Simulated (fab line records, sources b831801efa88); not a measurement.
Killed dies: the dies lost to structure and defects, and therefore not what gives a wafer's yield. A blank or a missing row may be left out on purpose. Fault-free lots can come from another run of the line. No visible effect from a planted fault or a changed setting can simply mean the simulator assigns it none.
fab line records	flow sky130
record lots=24	wafers=72	lastDay=50
route steps=708 shown POLY_GATE@218 LI_CONTACT@385 METAL1@451 METAL2@485
lots that met no fault: taken from a fault-free run of the same line
startH: hours from the record's first day to the start of the lot's first wafer shown	waitH: hours elapsed since this lot's preceding step	" repeats the value in the row above	L1.1+2: several wafers, shown together as one row	- no value, or no start was given	* or withheld: withheld	< > ~ a bound
route shown NAME@n: names a module that has steps shown in the file, with the first one's number in the route	usual: average and standard deviation across the fault-free wafers	same: alike in all rows	chamber/n: place in a boat	sites: readings site by site	_std_site: standard deviation of those values	_edge_site: inner sites' mean taken away from outer sites' mean	radiusMm: for every site, how far away it sits from the centre of the wafer	mask NAME#n: copy n	behind: the tool/chamber that last shaped the wafer	hold: why the lot went on hold/how many hours it stayed there/how the hold came to an end	device: the n, p or np transistor that did not switch	end of line: tests of these same wafers at the route's end	step lacking rows: just its recipe	killed: count of dies lost to structure and defects at first sort (not the wafer's yield)	map: the dies of a wafer, with x for killed, . for not killed, _ for no die there
set.NAME: the run value of the setting; set.NAME@STEP: its run value at that earlier step	model.NAME: the simulator's own value behind a step, which no gauge read
one table for each step of the route and one row for each wafer, over a sample of lots
services: from which hour (startH, from the record's first day; less than 0 if before it) a tool's chamber was out of use, for how many hours, and why
## steps
# step SKY_POLY_GATE_THK_MEAS_04
# recipe reads=Si3N4_of_POLY_GATE_CVD_03
# usual POLY_GATE_CVD_03_THK=75.3/0.73
lot.wafer	tool	chamber	startH	waitH	POLY_GATE_CVD_03_THK[nm]
L074.2	filmMetro-03	-	343.07	0.0	74.4
L074.3	"	-	"	"	74.2
L074.4	"	-	"	"	73.8
L075.4	filmMetro-02	-	347.46	0.0	74.6
L075.5	"	-	"	"	75.1
L075.6	"	-	"	"	75.3
L076.1	filmMetro-03	-	356.53	0.0	74.8
L076.2	"	-	"	"	75.5
L076.6	"	-	"	"	74.3
L077.1	filmMetro-02	-	374.84	0.0	75.4
L077.4	"	-	"	"	75.4
L077.6	"	-	"	"	75.7
L078.3	filmMetro-02	-	383.72	0.0	75.7
L078.5	"	-	"	"	75.2
L078.6	"	-	"	"	75.7
L079.1	filmMetro-01	-	392.38	0.0	75.7
L079.4	"	-	"	"	76.1
L079.6	"	-	"	"	76.2
L080.1	filmMetro-02	-	399.56	0.0	75.0
L080.2	"	-	"	"	75.1
L080.6	"	-	"	"	74.2
L081.1	filmMetro-01	-	411.96	0.0	76.4
L081.2	"	-	"	"	75.2
L081.4	"	-	"	"	75.7
L082.2	filmMetro-03	-	422.07	0.0	75.0
L082.3	"	-	"	"	76.0
L082.6	"	-	"	"	75.2
L083.1	filmMetro-02	-	426.93	0.0	75.9
L083.3	"	-	"	"	75.9
L083.5	"	-	"	"	76.1
L084.1	filmMetro-02	-	432.78	0.0	75.0
L084.3	"	-	"	"	75.0
L084.5	"	-	"	"	74.7
L085.1	filmMetro-02	-	447.39	0.0	75.7
L085.4	"	-	"	"	76.0
L085.5	"	-	"	"	75.8
L086.1	filmMetro-01	-	458.21	0.0	77.1
L086.4	"	-	"	"	76.4
L086.6	"	-	"	"	77.8
L087.4	filmMetro-03	-	462.18	0.0	75.9
L087.5	"	-	"	"	76.3
L087.6	"	-	"	"	75.9
L089.2	filmMetro-03	-	471.59	0.0	75.3
L089.3	"	-	"	"	74.8
L089.4	"	-	"	"	74.4
L088.1	filmMetro-01	-	472.94	0.0	76.6
L088.2	"	-	"	"	76.4
L088.3	"	-	"	"	76.0
L090.1	filmMetro-03	-	479.95	0.0	75.4
L090.5	"	-	"	"	74.8
L090.6	"	-	"	"	75.6
L091.2	filmMetro-02	-	498.94	0.0	74.7
L091.4	"	-	"	"	73.8
L091.6	"	-	"	"	74.9
L092.4	filmMetro-01	-	508.25	0.0	76.1
L092.5	"	-	"	"	75.1
L092.6	"	-	"	"	75.7
L093.2	filmMetro-01	-	509.59	0.0	74.7
L093.3	"	-	"	"	75.1
L093.4	"	-	"	"	74.5
L094.3	filmMetro-01	-	518.90	0.0	75.0
L094.4	"	-	"	"	75.3
L094.5	"	-	"	"	74.5
L095.2	filmMetro-03	-	524.87	0.0	74.1
L095.5	"	-	"	"	74.2
L095.6	"	-	"	"	74.8
L096.2	filmMetro-03	-	537.77	0.0	75.1
L096.3	"	-	"	"	74.7
L096.4	"	-	"	"	74.2
L097.1	filmMetro-02	-	542.24	0.0	75.1
L097.2	"	-	"	"	75.2
L097.6	"	-	"	"	75.4
# step SKY_LI_CONTACT_THK_MEAS_23
# recipe thkMeasGauge=xrf	reads=W_of_LI_CONTACT_CVD_21
# usual LI_CONTACT_W_THK=399/4.6
lot.wafer	tool	chamber	startH	waitH	LI_CONTACT_W_THK[nm]
L074.2	filmMetro-02	-	683.42	0.1	403
L074.3	"	-	"	"	399
L074.4	"	-	"	"	402
L075.4	filmMetro-01	-	687.83	0.1	390
L075.5	"	-	"	"	400
L075.6	"	-	"	"	395
L076.1	filmMetro-02	-	699.93	0.1	403
L076.2	"	-	"	"	402
L076.6	"	-	"	"	398
L077.1	filmMetro-01	-	716.82	0.1	394
L077.4	"	-	"	"	397
L077.6	"	-	"	"	394
L078.3	filmMetro-03	-	726.86	0.1	400
L078.5	"	-	"	"	396
L078.6	"	-	"	"	398
L079.1	filmMetro-03	-	733.04	0.1	397
L079.4	"	-	"	"	403
L079.6	"	-	"	"	402
L080.1	filmMetro-02	-	745.63	0.1	402
L080.2	"	-	"	"	398
L080.6	"	-	"	"	399
L081.1	filmMetro-03	-	755.75	0.1	402
L081.2	"	-	"	"	401
L081.4	"	-	"	"	399
L082.2	filmMetro-02	-	763.16	0.1	399
L082.3	"	-	"	"	406
L082.6	"	-	"	"	400
L083.1	filmMetro-03	-	769.27	0.1	407
L083.3	"	-	"	"	400
L083.5	"	-	"	"	401
L084.1	filmMetro-01	-	770.10	0.1	400
L084.3	"	-	"	"	395
L084.5	"	-	"	"	394
L085.1	filmMetro-02	-	784.29	0.1	404
L085.4	"	-	"	"	397
L085.5	"	-	"	"	403
L086.1	filmMetro-03	-	792.96	0.1	404
L086.4	"	-	"	"	403
L086.6	"	-	"	"	403
L087.4	filmMetro-02	-	796.54	0.1	406
L087.5	"	-	"	"	399
L087.6	"	-	"	"	391
L089.2	filmMetro-02	-	804.98	0.1	396
L089.3	"	-	"	"	393
L089.4	"	-	"	"	400
L088.1	filmMetro-01	-	805.86	0.1	396
L088.2	"	-	"	"	403
L088.3	"	-	"	"	399
L090.1	filmMetro-01	-	811.48	0.1	401
L090.5	"	-	"	"	402
L090.6	"	-	"	"	402
L091.2	filmMetro-01	-	826.55	0.1	394
L091.4	"	-	"	"	403
L091.6	"	-	"	"	399
L092.4	filmMetro-02	-	834.84	0.1	401
L092.5	"	-	"	"	402
L092.6	"	-	"	"	405
L093.2	filmMetro-01	-	836.68	0.1	404
L093.3	"	-	"	"	398
L093.4	"	-	"	"	405
L094.3	filmMetro-01	-	844.51	0.1	389
L094.4	"	-	"	"	394
L094.5	"	-	"	"	394
L095.2	filmMetro-01	-	850.97	0.1	395
L095.5	"	-	"	"	395
L095.6	"	-	"	"	395
L096.2	filmMetro-01	-	860.02	0.1	391
L096.3	"	-	"	"	392
L096.4	"	-	"	"	389
L097.1	filmMetro-02	-	864.79	0.1	400
L097.2	"	-	"	"	405
L097.6	"	-	"	"	401
# step SKY_LI_CONTACT_CMP_24
# recipe stopOn=PSG	tOverpolishS=20	downForcePsi=3.5	platenRpm=60	targetThkNm=0	padVelocityMS=0.94248
# usual motorCurrentA=10.6/1.3	overpolishRunS=20.000/0.009	timeToEndpointS=96/3.1
lot.wafer	tool	chamber	startH	waitH	motorCurrentA	overpolishRunS	timeToEndpointS
L074.2	cmp-01	2	683.47	0.0	12.4	20.016	95
L074.4	"	0	"	"	11.0	20.001	97
L074.3	"	1	"	"	9.1	19.999	95
L075.4	cmp-02	3	687.96	0.1	11.7	20.004	96
L075.5	"	1	"	"	10.1	19.996	101
L075.6	"	2	"	"	9.1	19.985	99
L076.2	cmp-02	1	699.99	0.0	10.6	20.004	101
L076.1	"	0	"	"	11.5	19.983	100
L076.6	"	2	"	"	9.2	20.004	97
L077.1	cmp-01	2	716.88	0.1	12.5	20.005	96
L077.4	"	1	"	"	8.9	19.996	99
L077.6	"	3	"	"	9.2	19.993	98
L078.3	cmp-01	2	726.95	0.1	12.7	19.993	92
L078.6	"	1	"	"	9.1	20.010	97
L078.5	"	2	"	"	12.8	20.013	93
L079.4	cmp-01	1	733.10	0.0	9.0	19.989	101
L079.1	"	2	"	"	13.9	19.994	92
L079.6	"	1	"	"	8.8	20.010	98
L080.2	cmp-01	2	748.56	2.9	13.4	19.995	104
L080.1	"	3	"	"	9.6	20.003	104
L080.6	"	1	"	"	8.4	20.003	103
L081.2	cmp-02	0	755.95	0.2	10.8	20.011	100
L081.1	"	1	"	"	10.2	19.989	96
L081.4	"	2	"	"	9.1	19.987	97
L082.2	cmp-02	3	763.46	0.3	11.8	19.987	93
L082.3	"	2	"	"	9.1	20.013	96
L082.6	"	0	"	"	11.3	20.009	94
L083.3	cmp-02	0	769.38	0.1	11.6	19.998	92
L083.1	"	1	"	"	10.2	19.996	94
L083.5	"	0	"	"	11.3	19.998	96
L084.1	cmp-02	1	770.21	0.1	10.7	19.995	97
L084.3	"	3	"	"	11.4	20.003	95
L084.5	"	1	"	"	10.4	20.010	92
L085.1	cmp-01	1	784.35	0.1	8.8	19.999	102
L085.4	"	2	"	"	13.1	19.996	100
L085.5	"	1	"	"	8.4	19.990	99
L086.4	cmp-02	1	793.45	0.4	10.7	20.009	92
L086.1	"	3	"	"	11.7	20.007	97
L086.6	"	2	"	"	9.4	20.013	92
L087.4	cmp-02	1	796.67	0.1	10.0	19.995	100
L087.5	"	3	"	"	11.2	19.991	93
L087.6	"	0	"	"	11.3	19.990	95
L089.3	cmp-01	3	805.03	0.0	9.9	20.011	93
L089.2	"	0	"	"	10.9	19.992	95
L089.4	"	1	"	"	8.8	20.005	97
L088.1	cmp-02	3	805.97	0.1	11.3	20.003	94
L088.2	"	0	"	"	11.0	19.999	96
L088.3	"	1	"	"	10.5	20.020	93
L090.1	cmp-01	0	811.54	0.1	10.9	19.996	97
L090.6	"	0	"	"	10.7	20.005	97
L090.5	"	1	"	"	9.1	19.997	97
L091.4	cmp-01	2	826.60	0.0	13.2	20.009	91
L091.2	"	3	"	"	9.9	19.991	95
L091.6	"	2	"	"	12.9	20.002	92
L092.4	cmp-01	0	834.87	0.0	11.7	19.997	94
L092.5	"	0	"	"	11.0	19.997	96
L092.6	"	1	"	"	9.2	19.987	95
L093.3	cmp-01	0	836.78	0.1	11.3	20.000	97
L093.4	"	1	"	"	9.0	19.989	97
L093.2	"	2	"	"	12.4	19.989	97
L094.3	cmp-02	2	844.75	0.2	9.0	20.004	97
L094.4	"	0	"	"	11.3	20.011	97
L094.5	"	1	"	"	10.2	20.008	93
L095.2	cmp-02	2	851.02	0.0	9.2	19.996	99
L095.6	"	2	"	"	8.7	20.017	95
L095.5	"	3	"	"	12.1	19.999	95
L096.4	cmp-02	0	860.18	0.1	11.5	20.017	95
L096.3	"	1	"	"	10.0	20.006	95
L096.2	"	2	"	"	9.2	20.007	96
L097.2	cmp-02	2	864.92	0.1	9.4	19.990	102
L097.1	"	0	"	"	10.8	20.015	100
L097.6	"	2	"	"	9.1	19.983	98
# step SKY_METAL1_DESCUM_17
# recipe chemistry=O2	sourcePowerW=150	biasPowerW=0	pressureMtorr=10	tempC=40	timeS=8
# usual drypumpMotorCurrentA=5.7/0.67	heBacksideLeakSccm=3.27/0.18	oesProductAu=1.000/0.0077
lot.wafer	tool	chamber	startH	waitH	drypumpMotorCurrentA	heBacksideLeakSccm	oesProductAu	rfHoursCounterH
L074.2	rieMetal-04	0	770.81	0.0	5.1	3.28	1.007	13
L074.3	"	1	"	"	6.0	3.53	0.995	-
L074.4	"	0	"	"	5.1	3.14	1.003	-
L075.4	rieMetal-03	0	778.83	0.0	5.9	2.94	1.004	-
L075.5	"	1	"	"	6.2	3.41	0.991	-
L075.6	"	0	"	"	6.0	3.00	1.002	-
L076.1	rieMetal-02	0	787.81	0.0	4.7	3.02	1.004	10
L076.2	"	1	"	"	6.5	3.53	1.013	5
L076.6	"	1	"	"	6.5	3.50	1.003	-
L077.1	rieMetal-04	0	804.41	0.0	5.1	3.00	0.994	14
L077.4	"	1	"	"	6.1	3.47	0.992	-
L077.6	"	1	"	"	6.1	3.43	0.992	-
L078.3	rieMetal-02	0	812.42	0.0	4.7	3.10	0.999	-
L078.5	"	1	"	"	6.5	3.43	0.999	-
L078.6	"	0	"	"	4.7	3.07	0.992	-
L079.1	rieMetal-02	1	817.47	0.0	6.5	3.57	1.006	6
L079.4	"	1	"	"	6.5	3.53	1.010	-
L079.6	"	0	"	"	4.7	2.98	0.988	-
L080.1	rieMetal-04	0	832.81	0.0	5.1	3.09	1.010	16
L080.2	"	0	"	"	5.1	3.15	1.010	-
L080.6	"	0	"	"	5.1	3.04	1.001	-
L081.1	rieMetal-03	1	840.96	0.0	6.2	3.18	0.990	14
L081.2	"	0	"	"	6.0	3.03	0.996	11
L081.4	"	1	"	"	6.2	3.23	0.990	-
L082.2	rieMetal-02	1	847.97	0.0	6.5	3.49	0.998	7
L082.3	"	1	"	"	6.5	3.46	1.011	-
L082.6	"	1	"	"	6.5	3.51	1.007	-
L083.1	rieMetal-02	1	852.11	0.0	6.5	3.24	1.019	7
L083.3	"	0	"	"	4.7	3.02	0.995	-
L083.5	"	1	"	"	6.5	3.25	1.014	-
L084.1	rieMetal-04	0	853.06	0.0	5.1	3.21	0.993	17
L084.3	"	1	"	"	6.0	3.53	1.009	-
L084.5	"	0	"	"	5.1	3.25	1.007	-
L085.1	rieMetal-04	1	867.16	0.0	6.0	3.34	0.996	1
L085.4	"	0	"	"	5.1	3.37	0.996	-
L085.5	"	1	"	"	6.0	3.47	1.004	-
L086.1	rieMetal-02	1	875.42	0.0	6.5	3.54	1.015	8
L086.4	"	0	"	"	4.7	3.23	0.997	-
L086.6	"	0	"	"	4.7	3.05	0.994	-
L087.4	rieMetal-03	0	879.07	0.0	6.0	3.13	0.996	-
L087.5	"	0	"	"	6.0	3.13	0.995	-
L087.6	"	1	"	"	6.2	3.27	0.992	-
L089.2	rieMetal-02	0	886.21	0.0	4.7	3.01	0.994	14
L089.3	"	0	"	"	4.7	3.12	0.988	-
L089.4	"	1	"	"	6.5	3.38	1.001	-
L088.1	rieMetal-04	1	887.66	0.0	6.0	3.26	1.006	2
L088.2	"	1	"	"	6.0	3.42	0.993	-
L088.3	"	1	"	"	6.0	3.44	1.003	-
L090.1	rieMetal-04	1	894.31	0.0	6.1	3.26	0.998	3
L090.5	"	1	"	"	6.0	3.42	1.006	-
L090.6	"	1	"	"	6.0	3.41	0.994	-
L091.2	rieMetal-03	0	909.26	0.0	5.9	2.91	0.998	14
L091.4	"	0	"	"	5.9	2.89	1.001	-
L091.6	"	0	"	"	5.9	3.06	0.996	-
L092.4	rieMetal-04	0	915.27	0.0	5.1	3.23	0.990	-
L092.5	"	1	"	"	6.1	3.50	0.998	-
L092.6	"	0	"	"	5.1	3.26	0.994	-
L093.2	rieMetal-03	1	918.16	0.0	6.2	3.48	0.995	17
L093.3	"	0	"	"	6.0	3.11	1.007	-
L093.4	"	1	"	"	6.2	3.25	0.984	-
L094.3	rieMetal-04	1	925.32	0.0	6.0	3.35	1.002	-
L094.4	"	0	"	"	5.1	3.18	0.998	-
L094.5	"	0	"	"	5.1	3.20	0.984	-
L095.2	rieMetal-02	0	931.16	0.0	4.7	3.17	0.991	16
L095.5	"	1	"	"	6.5	3.34	0.996	-
L095.6	"	0	"	"	4.7	3.19	0.990	-
L096.2	rieMetal-02	0	939.46	0.0	4.7	3.19	0.990	16
L096.3	"	1	"	"	6.5	3.50	1.010	-
L096.4	"	0	"	"	4.7	3.15	0.995	-
L097.1	rieMetal-02	0	944.61	0.0	4.7	3.21	0.997	17
L097.2	"	1	"	"	6.5	3.32	1.000	10
L097.6	"	1	"	"	6.5	3.25	1.008	-
# step SKY_METAL2_SPUTTER_02
# recipe material=AlCu	targetThkNm=250	powerW=10600	timeS=13.3	chamberPressurePa=0.4
# usual throttleValvePct=30.4/1.3
lot.wafer	tool	chamber	startH	waitH	throttleValvePct
L074.2	pvdSputter-04	-	799.43	0.0	28.9
L074.3	"	-	"	"	30.2
L074.4	"	-	"	"	30.9
L075.4	pvdSputter-02	-	807.96	0.0	30.5
L075.5	"	-	"	"	28.7
L075.6	"	-	"	"	33.6
L076.1	pvdSputter-04	-	817.36	0.0	29.7
L076.2	"	-	"	"	30.2
L076.6	"	-	"	"	29.7
L077.1	pvdSputter-02	-	833.58	0.0	30.3
L077.4	"	-	"	"	28.7
L077.6	"	-	"	"	31.9
L078.3	pvdSputter-02	-	842.07	0.0	28.6
L078.5	"	-	"	"	30.6
L078.6	"	-	"	"	33.5
L079.1	pvdSputter-02	-	846.83	0.0	30.9
L079.4	"	-	"	"	33.7
L079.6	"	-	"	"	28.6
L080.1	pvdSputter-03	-	861.73	0.0	30.8
L080.2	"	-	"	"	28.9
L080.6	"	-	"	"	31.2
L081.1	pvdSputter-02	-	870.23	0.0	31.7
L081.2	"	-	"	"	30.5
L081.4	"	-	"	"	33.6
L082.2	pvdSputter-04	-	876.63	0.0	29.0
L082.3	"	-	"	"	30.2
L082.6	"	-	"	"	30.2
L083.1	pvdSputter-03	-	880.78	0.0	31.2
L083.3	"	-	"	"	30.1
L083.5	"	-	"	"	30.0
L084.1	pvdSputter-02	-	881.93	0.0	28.4
L084.3	"	-	"	"	30.7
L084.5	"	-	"	"	28.6
L085.1	pvdSputter-02	-	895.80	0.0	30.6
L085.4	"	-	"	"	31.8
L085.5	"	-	"	"	32.1
L086.1	pvdSputter-03	-	903.90	0.0	29.9
L086.4	"	-	"	"	30.5
L086.6	"	-	"	"	29.9
L087.4	pvdSputter-04	-	907.92	0.0	29.6
L087.5	"	-	"	"	30.6
L087.6	"	-	"	"	29.7
L089.2	pvdSputter-03	-	915.09	0.0	30.0
L089.3	"	-	"	"	30.8
L089.4	"	-	"	"	28.9
L088.1	pvdSputter-03	-	916.02	0.0	28.9
L088.2	"	-	"	"	30.7
L088.3	"	-	"	"	29.9
L090.1	pvdSputter-02	-	922.31	0.0	28.5
L090.5	"	-	"	"	30.3
L090.6	"	-	"	"	31.6
L091.2	pvdSputter-03	-	937.67	0.0	28.8
L091.4	"	-	"	"	29.0
L091.6	"	-	"	"	31.3
L092.4	pvdSputter-04	-	943.11	0.0	30.2
L092.5	"	-	"	"	29.5
L092.6	"	-	"	"	30.2
L093.2	pvdSputter-03	-	945.62	0.0	29.0
L093.3	"	-	"	"	30.5
L093.4	"	-	"	"	29.8
L094.3	pvdSputter-02	-	953.10	0.0	28.7
L094.4	"	-	"	"	30.5
L094.5	"	-	"	"	30.6
L095.2	pvdSputter-03	-	958.31	0.0	30.7
L095.5	"	-	"	"	29.8
L095.6	"	-	"	"	30.7
L096.2	pvdSputter-03	-	966.22	0.0	30.5
L096.3	"	-	"	"	30.9
L096.4	"	-	"	"	28.7
L097.1	pvdSputter-04	-	971.31	0.0	29.8
L097.2	"	-	"	"	29.0
L097.6	"	-	"	"	29.7
# step SKY_METAL2_OVL_MEAS_16
# usual METAL2_OVL=-6/5.9
lot.wafer	tool	chamber	startH	waitH	METAL2_OVL[nm]
L074.2	overlay-02	-	826.96	0.1	-6
L074.3	"	-	"	"	1
L074.4	"	-	"	"	-6
L075.4	overlay-01	-	834.85	0.1	-6
L075.5	"	-	"	"	-12
L075.6	"	-	"	"	-9
L076.1	overlay-01	-	844.02	0.1	-17
L076.2	"	-	"	"	-5
L076.6	"	-	"	"	-11
L077.1	overlay-01	-	860.50	0.1	-2
L077.4	"	-	"	"	-8
L077.6	"	-	"	"	-7
L078.3	overlay-01	-	868.38	0.1	-7
L078.5	"	-	"	"	-5
L078.6	"	-	"	"	-9
L079.1	overlay-02	-	873.67	0.1	-6
L079.4	"	-	"	"	-7
L079.6	"	-	"	"	-15
L080.1	overlay-02	-	887.88	0.1	-4
L080.2	"	-	"	"	-11
L080.6	"	-	"	"	-10
L081.1	overlay-02	-	896.28	0.1	-8
L081.2	"	-	"	"	-4
L081.4	"	-	"	"	-7
L082.2	overlay-02	-	903.39	0.1	-3
L082.3	"	-	"	"	-17
L082.6	"	-	"	"	-1
L083.1	overlay-01	-	907.10	0.1	-2
L083.3	"	-	"	"	4
L083.5	"	-	"	"	1
L084.1	overlay-02	-	907.53	0.1	5
L084.3	"	-	"	"	-2
L084.5	"	-	"	"	1
L085.1	overlay-01	-	920.52	0.1	-15
L085.4	"	-	"	"	-11
L085.5	"	-	"	"	-11
L086.1	overlay-01	-	929.45	0.1	4
L086.4	"	-	"	"	-2
L086.6	"	-	"	"	2
L087.4	overlay-02	-	932.15	0.1	1
L087.5	"	-	"	"	-12
L087.6	"	-	"	"	0
L089.2	overlay-02	-	939.78	0.1	-4
L089.3	"	-	"	"	-16
L089.4	"	-	"	"	-4
L088.1	overlay-02	-	941.13	0.1	-9
L088.2	"	-	"	"	-9
L088.3	"	-	"	"	-3
L090.1	overlay-02	-	947.29	0.1	-18
L090.5	"	-	"	"	-13
L090.6	"	-	"	"	-19
L091.2	overlay-01	-	962.58	0.1	-3
L091.4	"	-	"	"	-8
L091.6	"	-	"	"	-12
L092.4	overlay-01	-	967.95	0.1	-15
L092.5	"	-	"	"	-5
L092.6	"	-	"	"	-10
L093.2	overlay-02	-	969.84	0.1	3
L093.3	"	-	"	"	-3
L093.4	"	-	"	"	11
L094.3	overlay-01	-	977.88	0.1	-6
L094.4	"	-	"	"	-14
L094.5	"	-	"	"	-9
L095.2	overlay-02	-	983.11	0.1	-11
L095.5	"	-	"	"	-13
L095.6	"	-	"	"	-14
L096.2	overlay-01	-	990.91	0.1	-9
L096.3	"	-	"	"	1
L096.4	"	-	"	"	-8
L097.1	overlay-01	-	995.57	0.1	-7
L097.2	"	-	"	"	-7
L097.6	"	-	"	"	-10
## services
tool	chamber	startH	hours	kind
cmp-02	-	689.35	0.3	repair
pvdSputter-02	-	707.18	2.1	repair
cmp-02	-	714.43	7.1	pm
rieMetal-04	-	716.59	14.6	pm
cmp-02	-	724.67	7.1	repair
cmp-02	-	731.78	4.5	pm
cmp-01	-	744.16	4.0	pm
cmp-02	-	745.83	0.5	repair
cmp-01	-	754.12	1.3	repair
rieMetal-03	0	758.48	8.2	repair
pvdSputter-03	-	771.73	4.0	repair
cmp-01	-	791.95	5.6	pm
pvdSputter-03	-	802.24	6.7	repair
cmp-02	-	803.27	0.6	repair
rieMetal-02	1	814.13	3.0	repair
cmp-01	-	837.06	5.6	repair
cmp-01	-	858.97	2.0	repair
cmp-01	-	864.69	1.7	repair
pvdSputter-02	-	867.82	0.9	repair
cmp-02	-	882.07	0.6	repair
rieMetal-02	-	898.00	1.5	repair
cmp-01	-	909.31	0.3	repair
cmp-02	-	912.62	4.0	pm
cmp-02	-	945.10	3.9	repair
## key
fault none
